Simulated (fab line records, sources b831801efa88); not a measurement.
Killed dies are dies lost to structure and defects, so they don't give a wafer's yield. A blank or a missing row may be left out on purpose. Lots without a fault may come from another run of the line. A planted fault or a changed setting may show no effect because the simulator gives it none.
Which tool did it? | flow gf180mcu | 14 lots, 42 wafers sampled, at 3 steps of a route of 602

WHAT THE GAUGES READ, wafer by wafer
GF_VT_IMPLANT_OVL_MEAS_07. Usual: VT_IMPLANT_OVL -0.6 nm, standard deviation 1.4.
lot  | measured     | on         | VT_IMPLANT_OVL (nm) | flag
L351 | day 5 13:40  | overlay-01 | 0.6 -0.4 -1.3       |
L352 | day 5 19:55  | overlay-01 | 0.1 -1.0 -0.4       |
L354 | day 6 09:58  | overlay-01 | 0.5 -0.2 0.8        |
L355 | day 6 23:25  | overlay-01 | 1.1 1.1 1.7         |
L356 | day 7 10:40  | overlay-01 | -1.9 -0.5 -0.1      |
L357 | day 7 13:08  | overlay-02 | -0.7 -0.2 -0.6      |
L358 | day 7 14:05  | overlay-02 | -2.7 -1.8 -0.6      |
L362 | day 8 12:01  | overlay-01 | -1.7 -1.2 -1.0      |
L363 | day 8 13:40  | overlay-01 | 0.7 0.2 0.3         |
L365 | day 9 03:47  | overlay-02 | 1.3 1.7 2.4         |
L366 | day 9 09:04  | overlay-01 | 0.0 -0.4 -2.7       |
L372 | day 10 20:52 | overlay-02 | -0.3 -1.1 0.8       |
L373 | day 11 04:01 | overlay-01 | 0.5 -0.8 -2.6       |
L374 | day 11 07:49 | overlay-02 | -2.2 -0.1 -0.7      |

GF_V2_THK_MEAS_25: measures by xrf. Usual: V2_W_THK 340 nm, standard deviation 5.3.
lot  | measured     | on            | V2_W_THK (nm) | flag
L351 | day 20 10:26 | film_metro-04 | 337 340 344   |
L352 | day 21 07:30 | film_metro-04 | 339 343 345   |
L354 | day 21 13:40 | film_metro-02 | 342 344 345   |
L355 | day 22 05:38 | film_metro-01 | 332 338 332   |
L356 | day 22 16:41 | film_metro-02 | 339 350 345   |
L357 | day 23 04:38 | film_metro-01 | 336 336 334   |
L358 | day 23 03:37 | film_metro-04 | 332 338 332   |
L362 | day 24 07:44 | film_metro-04 | 336 339 336   |
L363 | day 24 15:47 | film_metro-02 | 340 344 351   |
L365 | day 25 09:47 | film_metro-01 | 346 336 348   |
L366 | day 25 13:46 | film_metro-01 | 339 345 353   |
L372 | day 27 10:39 | film_metro-02 | 341 343 333   |
L373 | day 27 13:22 | film_metro-01 | 343 341 340   |
L374 | day 27 17:56 | film_metro-04 | 338 344 344   |

WHICH TOOL RAN EACH LOT (tool, then ch and the chambers of the sampled wafers, then the start)
lot  | GF_POLY_GATE_ETCH_12
L351 | rie_diel-03 ch 0,2, day 9 03:38
L352 | rie_diel-03 ch 1,2,3, day 9 20:20
L354 | rie_diel-02 ch 0,2,3, day 10 03:01
L355 | rie_diel-04 ch 1,2,3, day 10 15:49
L356 | rie_diel-03 ch 0,2,3, day 11 01:17
L357 | rie_diel-02 ch 1,2, day 11 08:17
L358 | rie_diel-03 ch 1,2,3, day 11 08:23
L362 | rie_diel-02 ch 0,1,2, day 12 11:47
L363 | rie_diel-02 ch 0,2,3, day 12 16:17
L365 | rie_diel-02 ch 2,3, day 13 08:29
L366 | rie_diel-03 ch 0,3, day 13 15:14
L372 | rie_diel-03 ch 0,1, day 15 09:53
L373 | rie_diel-04 ch 1,2, day 15 15:53
L374 | rie_diel-03 ch 0,2,3, day 15 20:40
- GF_POLY_GATE_ETCH_12: etches BARC in N2/H2.

WHAT THE TOOLS THEMSELVES READ (means of the sampled wafers that have a number; where no wafer has one, the mark that the record gives instead)
GF_POLY_GATE_ETCH_12. Usual: drypump_motor_current_A 5.7 A, standard deviation 0.36; oes_product_au 0.736 a.u., standard deviation 0.0048; rf_fwd_power_W 496.2 W, standard deviation 2.1; throttle_valve_pct 13.216 %, standard deviation 0.0092.
lot  | tool        | drypump_motor_current_A (A) | oes_product_au (a.u.) | rf_fwd_power_W (W) | throttle_valve_pct (%) | flag
L351 | rie_diel-03 | 5.4                         | 0.735                 | 494.6              | 13.214                 |
L352 | rie_diel-03 | 5.3                         | 0.740                 | 494.4              | 13.214                 |
L354 | rie_diel-02 | 5.9                         | 0.737                 | 498.0              | 13.215                 |
L355 | rie_diel-04 | 6.0                         | 0.739                 | 496.3              | 13.216                 |
L356 | rie_diel-03 | 5.3                         | 0.733                 | 495.2              | 13.217                 |
L357 | rie_diel-02 | 5.8                         | 0.742                 | 496.7              | 13.211                 |
L358 | rie_diel-03 | 5.4                         | 0.738                 | 494.7              | 13.216                 |
L362 | rie_diel-02 | 5.9                         | 0.733                 | 430.4              | 13.227                 | OFF
L363 | rie_diel-02 | 5.9                         | 0.736                 | 430.0              | 13.214                 | OFF
L365 | rie_diel-02 | 5.7                         | 0.730                 | 363.5              | 13.224                 | OFF
L366 | rie_diel-03 | 5.3                         | 0.736                 | 496.6              | 13.208                 |
L372 | rie_diel-03 | 5.4                         | 0.733                 | 496.5              | 13.208                 |
L373 | rie_diel-04 | 6.2                         | 0.737                 | 497.1              | 13.215                 |
L374 | rie_diel-03 | 5.3                         | 0.737                 | 495.9              | 13.213                 |

THE ANSWER, worked out from the rows above alone
Rule: a lot is off if the mean of its wafers that have a number lies more than 3 standard deviations from the usual mean. A lot without any number at a reading at which 4 lots or more have one is off too. The other lots that the step has rows for count as sound. The gauges are gone through in route order, then the tools' own readings, and for those a lot's mean is taken as printed above. The first step at which some lot is off is used, and at that step the reading that is off furthest; a lot without a number counts as furthest.
Off: L362, L363, L365, at GF_POLY_GATE_ETCH_12 (rf_fwd_power_W).
A tool fits if, at that step or a process step before it, it ran every lot that is off, and no sound lot after the first of them. One fits: rie_diel-02 at GF_POLY_GATE_ETCH_12. Its last sound lot is L357 (day 11 08:17), its first lot that is off L362 (day 12 11:47): a fault that began between those two fits.
The tool's own readings at GF_POLY_GATE_ETCH_12 bear it out: on the lots that are off they differ by more than 5 times the standard deviation of the sound lots' means. rf_fwd_power_W reads 408.0 W there against 496.0 W on the sound lots.

WHAT THE SIMULATOR HAD PUT IN
Process parameter drift: rie_diel-02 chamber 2, from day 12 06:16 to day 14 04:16, at GF_POLY_GATE_ETCH_12. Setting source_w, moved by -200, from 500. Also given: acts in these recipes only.
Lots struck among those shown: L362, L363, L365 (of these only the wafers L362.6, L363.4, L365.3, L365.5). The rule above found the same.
